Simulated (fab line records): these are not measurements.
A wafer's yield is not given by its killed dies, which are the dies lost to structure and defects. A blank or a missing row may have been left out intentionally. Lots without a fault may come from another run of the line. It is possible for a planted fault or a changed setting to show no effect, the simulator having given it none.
Which of the tools did it? + flow gf180mcu + 6 lots, 18 wafers sampled, at 2 steps of a route of 602

== WHAT THE GAUGES SHOWED, per wafer ==
GF_NSD_CD_MEAS_07 targets a cd of 400 nm.
| lot  | measured     | on        | cd nm (nm)        |
|------|--------------|-----------|-------------------|
| L341 | day 14 20:31 | cd sem-02 | 401.4 399.7 400.0 |
| L343 | day 15 06:04 | cd sem-01 | 403.2 401.7 402.3 |
| L345 | day 16 02:21 | cd sem-01 | 400.5 398.1 398.9 |
| L348 | day 17 04:34 | cd sem-01 | 402.5 402.5 402.2 |
| L355 | day 19 16:28 | cd sem-02 | 401.4 404.6 403.0 |
| L358 | day 20 16:32 | cd sem-01 | 401.8 398.2 400.8 |

== WHICH TOOL RAN EACH LOT (tool, then ch and the chambers of the sampled wafers, then the start) ==
| lot  | GF_HV_LDD_STRIP_49                   |
|------|--------------------------------------|
| L341 | plasma asher-02 ch 0,1, day 13 20:48 |
| L343 | plasma asher-03 ch 0,1, day 14 05:23 |
| L345 | plasma asher-01 ch 0,1, day 15 00:35 |
| L348 | plasma asher-02 ch 0,1, day 16 02:23 |
| L355 | plasma asher-01 ch 0,1, day 18 13:14 |
| L358 | plasma asher-01 ch 0,1, day 19 13:49 |
- GF_HV_LDD_STRIP_49: strips in O2/N2.

== THE ANSWER, worked out from the rows above alone ==
Rule: the usual values come from the lots themselves. Put in order of their means at a reading, lots are off if they are a third of the lots or fewer, leave a main group of 4 or more, and stand apart from it by a gap of 3 or more times the standard deviation of the main group's means; of several such gaps the widest counts. The tables above print the reading to a certain number of digits; a main group whose means all agree to those digits is not used. Also off: a lot with no number at a reading for which 4 or more lots have one. Any other lot the step has rows for is counted as sound.
No lot is off at any reading shown: from this, nothing can be told.

== WHAT HAD BEEN PUT IN BY THE SIMULATOR ==
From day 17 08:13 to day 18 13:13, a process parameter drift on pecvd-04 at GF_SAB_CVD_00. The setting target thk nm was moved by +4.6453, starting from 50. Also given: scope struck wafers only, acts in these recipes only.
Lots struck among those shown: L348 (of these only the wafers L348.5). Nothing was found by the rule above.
